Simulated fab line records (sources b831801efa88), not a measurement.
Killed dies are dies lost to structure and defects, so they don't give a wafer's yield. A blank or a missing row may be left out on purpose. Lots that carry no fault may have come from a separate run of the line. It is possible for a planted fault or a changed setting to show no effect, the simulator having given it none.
What tool caused it? || flow gf180mcu || Sampling: 14 lots, 42 wafers, 7 of 602 route steps

== WHAT THE GAUGES READ, wafer by wafer ==
GF_V2_RS_MEAS_24: the measuring method here is four-point-probe.
{"lot": "L246", "measured": "day 19 21:55", "on": "film metro-03", "V2_W_RS (ohm/sq)": "0.328 0.323 0.322"}
{"lot": "L247", "measured": "day 20 10:05", "on": "film metro-04", "V2_W_RS (ohm/sq)": "0.326 0.326 0.331"}
{"lot": "L248", "measured": "day 20 22:13", "on": "film metro-01", "V2_W_RS (ohm/sq)": "0.329 0.330 0.323"}
{"lot": "L249", "measured": "day 21 06:00", "on": "film metro-01", "V2_W_RS (ohm/sq)": "0.326 0.330 0.336"}
{"lot": "L251", "measured": "day 22 09:41", "on": "film metro-03", "V2_W_RS (ohm/sq)": "0.332 0.325 0.331"}
{"lot": "L253", "measured": "day 23 02:42", "on": "film metro-01", "V2_W_RS (ohm/sq)": "43.650 44.006 43.677"}
{"lot": "L254", "measured": "day 23 09:05", "on": "film metro-03", "V2_W_RS (ohm/sq)": "44.569 44.385 43.746"}
{"lot": "L262", "measured": "day 26 01:23", "on": "film metro-03", "V2_W_RS (ohm/sq)": "0.329 0.330 0.325"}
{"lot": "L263", "measured": "day 26 08:05", "on": "film metro-04", "V2_W_RS (ohm/sq)": "0.327 0.327 0.329"}
{"lot": "L264", "measured": "day 27 00:23", "on": "film metro-04", "V2_W_RS (ohm/sq)": "0.329 0.330 0.325"}
{"lot": "L265", "measured": "day 27 02:18", "on": "film metro-04", "V2_W_RS (ohm/sq)": "0.330 0.325 0.330"}
{"lot": "L266", "measured": "day 27 03:55", "on": "film metro-03", "V2_W_RS (ohm/sq)": "0.325 0.325 0.332"}
{"lot": "L267", "measured": "day 27 13:15", "on": "film metro-04", "V2_W_RS (ohm/sq)": "0.325 0.325 0.330"}
{"lot": "L268", "measured": "day 27 21:33", "on": "film metro-01", "V2_W_RS (ohm/sq)": "0.329 0.328 0.327"}

GF_V2_THK_MEAS_25: measures by xrf.
{"lot": "L246", "measured": "day 19 22:02", "on": "film metro-03", "V2_W_THK (nm)": "357 360 359"}
{"lot": "L247", "measured": "day 20 10:11", "on": "film metro-04", "V2_W_THK (nm)": "358 360 353"}
{"lot": "L248", "measured": "day 20 22:20", "on": "film metro-01", "V2_W_THK (nm)": "359 360 367"}
{"lot": "L249", "measured": "day 21 06:07", "on": "film metro-01", "V2_W_THK (nm)": "363 358 350"}
{"lot": "L251", "measured": "day 22 09:48", "on": "film metro-03", "V2_W_THK (nm)": "350 356 353"}
{"lot": "L253", "measured": "day 23 02:49", "on": "film metro-01", "V2_W_THK (nm)": "<0 <0 -"}
{"lot": "L254", "measured": "day 23 09:12", "on": "film metro-03", "V2_W_THK (nm)": "<0 <0 <0"}
{"lot": "L262", "measured": "day 26 01:30", "on": "film metro-03", "V2_W_THK (nm)": "348 348 353"}
{"lot": "L263", "measured": "day 26 08:11", "on": "film metro-04", "V2_W_THK (nm)": "358 354 354"}
{"lot": "L264", "measured": "day 27 00:29", "on": "film metro-04", "V2_W_THK (nm)": "358 356 363"}
{"lot": "L265", "measured": "day 27 02:25", "on": "film metro-04", "V2_W_THK (nm)": "357 365 357"}
{"lot": "L266", "measured": "day 27 04:02", "on": "film metro-03", "V2_W_THK (nm)": "355 356 346"}
{"lot": "L267", "measured": "day 27 13:22", "on": "film metro-04", "V2_W_THK (nm)": "363 364 355"}
{"lot": "L268", "measured": "day 27 21:40", "on": "film metro-01", "V2_W_THK (nm)": "356 361 361"}

GF_M3_OVL_MEAS_15.
{"lot": "L246", "measured": "day 20 22:40", "on": "overlay-01", "M3_OVL (nm)": "-11 -6 2"}
{"lot": "L247", "measured": "day 21 10:55", "on": "overlay-01", "M3_OVL (nm)": "-4 -2 -4"}
{"lot": "L248", "measured": "day 21 22:37", "on": "overlay-01", "M3_OVL (nm)": "5 -3 0"}
{"lot": "L249", "measured": "day 22 06:47", "on": "overlay-02", "M3_OVL (nm)": "-1 -1 -1"}
{"lot": "L251", "measured": "day 23 10:37", "on": "overlay-01", "M3_OVL (nm)": "0 5 -5"}
{"lot": "L262", "measured": "day 26 22:31", "on": "overlay-01", "M3_OVL (nm)": "9 6 8"}
{"lot": "L263", "measured": "day 27 05:08", "on": "overlay-02", "M3_OVL (nm)": "1 13 5"}
{"lot": "L264", "measured": "day 27 21:14", "on": "overlay-01", "M3_OVL (nm)": "10 0 5"}
{"lot": "L265", "measured": "day 27 22:58", "on": "overlay-01", "M3_OVL (nm)": "2 -1 -3"}
{"lot": "L266", "measured": "day 28 00:37", "on": "overlay-02", "M3_OVL (nm)": "-1 12 7"}
{"lot": "L267", "measured": "day 28 08:56", "on": "overlay-01", "M3_OVL (nm)": "8 10 9"}
{"lot": "L268", "measured": "day 28 18:07", "on": "overlay-01", "M3_OVL (nm)": "7 -3 5"}

== WHICH TOOL RAN EACH LOT (tool, then ch and the chambers of the sampled wafers, then the start) ==
{"lot": "L246", "GF_M2_STRIP_17": "plasma asher-02 ch 0,1, day 18 19:45", "GF_V2_CVD_23": "cvd w-01 ch 0,1, day 19 21:48", "GF_V2_CMP_26": "cmp-01 ch 1,2,3, day 19 22:14", "GF_M3_SPUTTER_01": "pvd sputter-04, day 19 22:38"}
{"lot": "L247", "GF_M2_STRIP_17": "plasma asher-04 ch 0,1, day 19 07:19", "GF_V2_CVD_23": "cvd w-02 ch 0,1, day 20 09:56", "GF_V2_CMP_26": "cmp-01 ch 0,1, day 20 10:23", "GF_M3_SPUTTER_01": "pvd sputter-04, day 20 10:47"}
{"lot": "L248", "GF_M2_STRIP_17": "plasma asher-04 ch 0,1, day 19 20:02", "GF_V2_CVD_23": "cvd w-01 ch 0,1, day 20 22:07", "GF_V2_CMP_26": "cmp-01 ch 0,1,2, day 20 22:24", "GF_M3_SPUTTER_01": "pvd sputter-01, day 20 22:48"}
{"lot": "L249", "GF_M2_STRIP_17": "plasma asher-04 ch 0,1, day 20 03:20", "GF_V2_CVD_23": "cvd w-01 ch 0,1, day 21 05:52", "GF_V2_CMP_26": "cmp-01 ch 0,3, day 21 06:10", "GF_M3_SPUTTER_01": "pvd sputter-01, day 21 06:34"}
{"lot": "L251", "GF_M2_STRIP_17": "plasma asher-04 ch 0,1, day 21 07:16", "GF_V2_CVD_23": "cvd w-02 ch 0,1, day 22 09:34", "GF_V2_CMP_26": "cmp-02 ch 1,3, day 22 09:55", "GF_M3_SPUTTER_01": "pvd sputter-04, day 22 10:16"}
{"lot": "L253", "GF_M2_STRIP_17": "plasma asher-04 ch 0,1, day 22 00:22", "GF_V2_CVD_23": "cvd w-01 ch 0, day 23 02:34", "GF_V2_CMP_26": "cmp-01 ch 0,1,2, day 23 02:58", "GF_M3_SPUTTER_01": "-"}
{"lot": "L254", "GF_M2_STRIP_17": "plasma asher-01 ch 0,1, day 22 07:34", "GF_V2_CVD_23": "cvd w-01 ch 0,1, day 23 08:58", "GF_V2_CMP_26": "cmp-02 ch 0,2,3, day 23 09:24", "GF_M3_SPUTTER_01": "-"}
{"lot": "L262", "GF_M2_STRIP_17": "plasma asher-02 ch 0,1, day 24 21:50", "GF_V2_CVD_23": "cvd w-02 ch 0,1, day 26 01:16", "GF_V2_CMP_26": "cmp-02 ch 0,3, day 26 01:33", "GF_M3_SPUTTER_01": "pvd sputter-04, day 26 01:57"}
{"lot": "L263", "GF_M2_STRIP_17": "plasma asher-02 ch 0,1, day 25 08:40", "GF_V2_CVD_23": "cvd w-02 ch 0,1, day 26 07:58", "GF_V2_CMP_26": "cmp-02 ch 0,1, day 26 08:16", "GF_M3_SPUTTER_01": "pvd sputter-02, day 26 08:37"}
{"lot": "L264", "GF_M2_STRIP_17": "plasma asher-01 ch 0,1, day 26 01:34", "GF_V2_CVD_23": "cvd w-01 ch 0,1, day 27 00:14", "GF_V2_CMP_26": "cmp-02 ch 1,2,3, day 27 00:38", "GF_M3_SPUTTER_01": "pvd sputter-01, day 27 00:56"}
{"lot": "L265", "GF_M2_STRIP_17": "plasma asher-04 ch 0,1, day 26 03:40", "GF_V2_CVD_23": "cvd w-01 ch 0,1, day 27 02:11", "GF_V2_CMP_26": "cmp-01 ch 1,2,3, day 27 02:29", "GF_M3_SPUTTER_01": "pvd sputter-02, day 27 02:53"}
{"lot": "L266", "GF_M2_STRIP_17": "plasma asher-02 ch 0,1, day 26 04:55", "GF_V2_CVD_23": "cvd w-01 ch 0,1, day 27 03:47", "GF_V2_CMP_26": "cmp-02 ch 0,1,3, day 27 04:08", "GF_M3_SPUTTER_01": "pvd sputter-01, day 27 04:29"}
{"lot": "L267", "GF_M2_STRIP_17": "plasma asher-01 ch 0,1, day 26 14:43", "GF_V2_CVD_23": "cvd w-02 ch 0,1, day 27 13:07", "GF_V2_CMP_26": "cmp-02 ch 1,2, day 27 13:25", "GF_M3_SPUTTER_01": "pvd sputter-01, day 27 13:49"}
{"lot": "L268", "GF_M2_STRIP_17": "plasma asher-02 ch 0,1, day 26 23:16", "GF_V2_CVD_23": "cvd w-02 ch 0,1, day 27 21:25", "GF_V2_CMP_26": "cmp-01 ch 0,1, day 27 21:46", "GF_M3_SPUTTER_01": "pvd sputter-01, day 27 22:07"}
- GF_M2_STRIP_17: strips in O2/N2.
- GF_V2_CVD_23: deposits W, target thk 350 nm, time 104.94 s.
- GF_V2_CMP_26: polishes, stops on SiO2, t overpolish 15 s, target thk 0 nm.
- GF_M3_SPUTTER_01: material TiN, target thk 30 nm, time 25 s.

== WHAT THE TOOLS THEMSELVES READ (means of the sampled wafers that have a number; where no wafer has one, the mark that the record gives instead) ==
GF_M2_STRIP_17.
{"lot": "L246", "tool": "plasma asher-02", "drypump motor current A (A)": 6.07, "heater power w (W)": 345, "oes product au (a.u.)": 0.559, "strip time to endpoint s (s)": 7.85}
{"lot": "L247", "tool": "plasma asher-04", "drypump motor current A (A)": 6.16, "heater power w (W)": 305, "oes product au (a.u.)": 0.554, "strip time to endpoint s (s)": 7.82}
{"lot": "L248", "tool": "plasma asher-04", "drypump motor current A (A)": 6.12, "heater power w (W)": 298, "oes product au (a.u.)": 0.554, "strip time to endpoint s (s)": 7.81}
{"lot": "L249", "tool": "plasma asher-04", "drypump motor current A (A)": 6.15, "heater power w (W)": 303, "oes product au (a.u.)": 0.555, "strip time to endpoint s (s)": 7.81}
{"lot": "L251", "tool": "plasma asher-04", "drypump motor current A (A)": 6.11, "heater power w (W)": 299, "oes product au (a.u.)": 0.557, "strip time to endpoint s (s)": 7.92}
{"lot": "L253", "tool": "plasma asher-04", "drypump motor current A (A)": 6.16, "heater power w (W)": 302, "oes product au (a.u.)": 0.559, "strip time to endpoint s (s)": 7.85}
{"lot": "L254", "tool": "plasma asher-01", "drypump motor current A (A)": 5.88, "heater power w (W)": 385, "oes product au (a.u.)": 0.552, "strip time to endpoint s (s)": 7.84}
{"lot": "L262", "tool": "plasma asher-02", "drypump motor current A (A)": 6.07, "heater power w (W)": 349, "oes product au (a.u.)": 0.553, "strip time to endpoint s (s)": 7.80}
{"lot": "L263", "tool": "plasma asher-02", "drypump motor current A (A)": 6.06, "heater power w (W)": 345, "oes product au (a.u.)": 0.552, "strip time to endpoint s (s)": 7.86}
{"lot": "L264", "tool": "plasma asher-01", "drypump motor current A (A)": 5.89, "heater power w (W)": 378, "oes product au (a.u.)": 0.554, "strip time to endpoint s (s)": 7.84}
{"lot": "L265", "tool": "plasma asher-04", "drypump motor current A (A)": 6.16, "heater power w (W)": 307, "oes product au (a.u.)": 0.555, "strip time to endpoint s (s)": 7.84}
{"lot": "L266", "tool": "plasma asher-02", "drypump motor current A (A)": 6.06, "heater power w (W)": 345, "oes product au (a.u.)": 0.559, "strip time to endpoint s (s)": 7.85}
{"lot": "L267", "tool": "plasma asher-01", "drypump motor current A (A)": 6.19, "heater power w (W)": 384, "oes product au (a.u.)": 0.551, "strip time to endpoint s (s)": 7.85}
{"lot": "L268", "tool": "plasma asher-02", "drypump motor current A (A)": 6.04, "heater power w (W)": 356, "oes product au (a.u.)": 0.549, "strip time to endpoint s (s)": 7.79}

GF_V2_CVD_23.
{"lot": "L246", "tool": "cvd w-01", "chamber pressure Torr (Torr)": 40.02, "heater power outer w (W)": 532, "heater power w (W)": 896}
{"lot": "L247", "tool": "cvd w-02", "chamber pressure Torr (Torr)": 39.95, "heater power outer w (W)": 557, "heater power w (W)": 914}
{"lot": "L248", "tool": "cvd w-01", "chamber pressure Torr (Torr)": 39.89, "heater power outer w (W)": 545, "heater power w (W)": 914}
{"lot": "L249", "tool": "cvd w-01", "chamber pressure Torr (Torr)": 40.04, "heater power outer w (W)": 539, "heater power w (W)": 882}
{"lot": "L251", "tool": "cvd w-02", "chamber pressure Torr (Torr)": 40.03, "heater power outer w (W)": 557, "heater power w (W)": 920}
{"lot": "L253", "tool": "cvd w-01", "chamber pressure Torr (Torr)": "-", "heater power outer w (W)": "-", "heater power w (W)": "-"}
{"lot": "L254", "tool": "cvd w-01", "chamber pressure Torr (Torr)": "-", "heater power outer w (W)": "-", "heater power w (W)": "-"}
{"lot": "L262", "tool": "cvd w-02", "chamber pressure Torr (Torr)": 40.02, "heater power outer w (W)": 580, "heater power w (W)": 957}
{"lot": "L263", "tool": "cvd w-02", "chamber pressure Torr (Torr)": 39.95, "heater power outer w (W)": 564, "heater power w (W)": 911}
{"lot": "L264", "tool": "cvd w-01", "chamber pressure Torr (Torr)": 39.94, "heater power outer w (W)": 561, "heater power w (W)": 933}
{"lot": "L265", "tool": "cvd w-01", "chamber pressure Torr (Torr)": 39.99, "heater power outer w (W)": 565, "heater power w (W)": 930}
{"lot": "L266", "tool": "cvd w-01", "chamber pressure Torr (Torr)": 40.01, "heater power outer w (W)": 532, "heater power w (W)": 893}
{"lot": "L267", "tool": "cvd w-02", "chamber pressure Torr (Torr)": 39.99, "heater power outer w (W)": 590, "heater power w (W)": 951}
{"lot": "L268", "tool": "cvd w-02", "chamber pressure Torr (Torr)": 40.07, "heater power outer w (W)": 555, "heater power w (W)": 918}

GF_V2_CMP_26.
{"lot": "L246", "tool": "cmp-01", "motor current A (A)": 11.9, "time to endpoint s (s)": 88}
{"lot": "L247", "tool": "cmp-01", "motor current A (A)": 10.9, "time to endpoint s (s)": 88}
{"lot": "L248", "tool": "cmp-01", "motor current A (A)": 11.4, "time to endpoint s (s)": 83}
{"lot": "L249", "tool": "cmp-01", "motor current A (A)": 11.0, "time to endpoint s (s)": 83}
{"lot": "L251", "tool": "cmp-02", "motor current A (A)": 10.0, "time to endpoint s (s)": 92}
{"lot": "L253", "tool": "cmp-01", "motor current A (A)": 11.0, "time to endpoint s (s)": 1}
{"lot": "L254", "tool": "cmp-02", "motor current A (A)": 10.8, "time to endpoint s (s)": 4}
{"lot": "L262", "tool": "cmp-02", "motor current A (A)": 11.1, "time to endpoint s (s)": 85}
{"lot": "L263", "tool": "cmp-02", "motor current A (A)": 11.1, "time to endpoint s (s)": 83}
{"lot": "L264", "tool": "cmp-02", "motor current A (A)": 9.9, "time to endpoint s (s)": 84}
{"lot": "L265", "tool": "cmp-01", "motor current A (A)": 11.6, "time to endpoint s (s)": 82}
{"lot": "L266", "tool": "cmp-02", "motor current A (A)": 10.7, "time to endpoint s (s)": 85}
{"lot": "L267", "tool": "cmp-02", "motor current A (A)": 9.6, "time to endpoint s (s)": 88}
{"lot": "L268", "tool": "cmp-01", "motor current A (A)": 11.7, "time to endpoint s (s)": 81}

GF_M3_SPUTTER_01.
{"lot": "L246", "tool": "pvd sputter-04", "cathode dc power W (W)": 6499.7, "throttle valve pct (%)": 30.4}
{"lot": "L247", "tool": "pvd sputter-04", "cathode dc power W (W)": 6500.1, "throttle valve pct (%)": 30.9}
{"lot": "L248", "tool": "pvd sputter-01", "cathode dc power W (W)": 6499.9, "throttle valve pct (%)": 29.9}
{"lot": "L249", "tool": "pvd sputter-01", "cathode dc power W (W)": 6499.8, "throttle valve pct (%)": 30.1}
{"lot": "L251", "tool": "pvd sputter-04", "cathode dc power W (W)": 6500.4, "throttle valve pct (%)": 30.6}
{"lot": "L262", "tool": "pvd sputter-04", "cathode dc power W (W)": 6498.5, "throttle valve pct (%)": 30.5}
{"lot": "L263", "tool": "pvd sputter-02", "cathode dc power W (W)": 6500.3, "throttle valve pct (%)": 29.7}
{"lot": "L264", "tool": "pvd sputter-01", "cathode dc power W (W)": 6500.2, "throttle valve pct (%)": 29.6}
{"lot": "L265", "tool": "pvd sputter-02", "cathode dc power W (W)": 6499.4, "throttle valve pct (%)": 29.7}
{"lot": "L266", "tool": "pvd sputter-01", "cathode dc power W (W)": 6500.5, "throttle valve pct (%)": 29.8}
{"lot": "L267", "tool": "pvd sputter-01", "cathode dc power W (W)": 6500.4, "throttle valve pct (%)": 29.9}
{"lot": "L268", "tool": "pvd sputter-01", "cathode dc power W (W)": 6499.0, "throttle valve pct (%)": 30.4}

== THE ANSWER, worked out from the rows above alone ==
Rule: what is usual is taken from the lots themselves. The widest of any qualifying gaps counts: lots, ordered by their means at a reading, are off when they make up no more than a third of the lots, leave a main group of 4 or more, and stand apart from it by 3 or more times the standard deviation of that group's means. If all means in a main group match to the digits the tables above print for the reading, that group is not used. A lot without any number at a reading at which 4 lots or more have one is off too. Where the step has rows for the other lots, those lots are counted as sound. After the gauges, taken in route order, come the tools' own readings; for these a lot's mean is taken, as printed above. At the first step where some lot is off, the reading lying furthest off is the one used; lots without a number count as furthest.
Off: L253, L254, at GF_V2_RS_MEAS_24 (V2_W_RS). The main group has a mean of 0.328 ohm/sq with a standard deviation of 0.0014.
A tool fits if, at a process step before that reading, it ran every lot that is off, and no sound lot after the first of them. The gauges at GF_V2_RS_MEAS_24 aren't tried: what is off there is off at GF_V2_CVD_23 too, on other tools, and a gauge's error can't cause that. Of those tried, none fits.

== WHAT THE SIMULATOR HAD INSERTED ==
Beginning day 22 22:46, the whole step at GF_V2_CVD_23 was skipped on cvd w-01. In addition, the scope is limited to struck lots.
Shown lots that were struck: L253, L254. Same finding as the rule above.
